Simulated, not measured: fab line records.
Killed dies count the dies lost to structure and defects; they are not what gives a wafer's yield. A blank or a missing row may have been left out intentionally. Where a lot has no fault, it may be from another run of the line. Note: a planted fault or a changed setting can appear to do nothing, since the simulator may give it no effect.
Chamber matching :: flow sky130 :: 4 sister chambers for SKY_LI_CONTACT_ETCH_15 on rie diel-04
The step etches PSG in C4F8/O2/Ar, stops on Si, target depth 600 nm. 4 wafers are shown with their chamber, then 7 later ones without.

## EACH WAFER AND ITS CHAMBER
wafer: L079.3
chamber: 3
chamber pressure mTorr (mTorr): 40.04

wafer: L084.3
chamber: 1
chamber pressure mTorr (mTorr): 40.02

wafer: L086.2
chamber: 2
chamber pressure mTorr (mTorr): 39.99

wafer: L086.3
chamber: 0
chamber pressure mTorr (mTorr): 39.99

## WAFERS WHOSE CHAMBER IS MISSING
wafer: L086.4
chamber pressure mTorr (mTorr): 39.96

wafer: L091.1
chamber pressure mTorr (mTorr): 40.01

wafer: L091.2
chamber pressure mTorr (mTorr): 40.03

wafer: L091.5
chamber pressure mTorr (mTorr): 39.99

wafer: L097.1
chamber pressure mTorr (mTorr): 40.02

wafer: L097.3
chamber pressure mTorr (mTorr): 40.06

wafer: L097.6
chamber pressure mTorr (mTorr): 40.07

## THE CHAMBER EACH PASSED THROUGH
wafer: L086.4
from the rows above: can't be placed: 0 or 2 or 1
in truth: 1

wafer: L091.1
from the rows above: can't be placed: 1 or 0 or 2 or 3
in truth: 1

wafer: L091.2
from the rows above: can't be placed: 1 or 3 or 0 or 2
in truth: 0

wafer: L091.5
from the rows above: can't be placed: 0 or 2 or 1
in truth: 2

wafer: L097.1
from the rows above: can't be placed: 1 or 3 or 0 or 2
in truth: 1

wafer: L097.3
from the rows above: can't be placed: 3 or 1
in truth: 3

wafer: L097.6
from the rows above: can't be placed: 3 or 1
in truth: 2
Correct placement for 0 of the 7. From these rows, 7 cannot be placed; in 6 the true chamber is one of the candidates. Number placed wrongly: 0.
How it was worked out, from the rows above alone: a wafer's distance from a chamber is the root of the sum, over the readings, of the square of ((its reading less the chamber's mean) divided by the reading's scatter). The wafer belongs to the nearest chamber; if the next one is less than 2 further off, it can't be placed. The mean given for a chamber averages the wafers shown for that chamber. The scatter: with one shown wafer a chamber, the root of the mean of the squares of how far each hidden wafer lies from its nearest shown one.
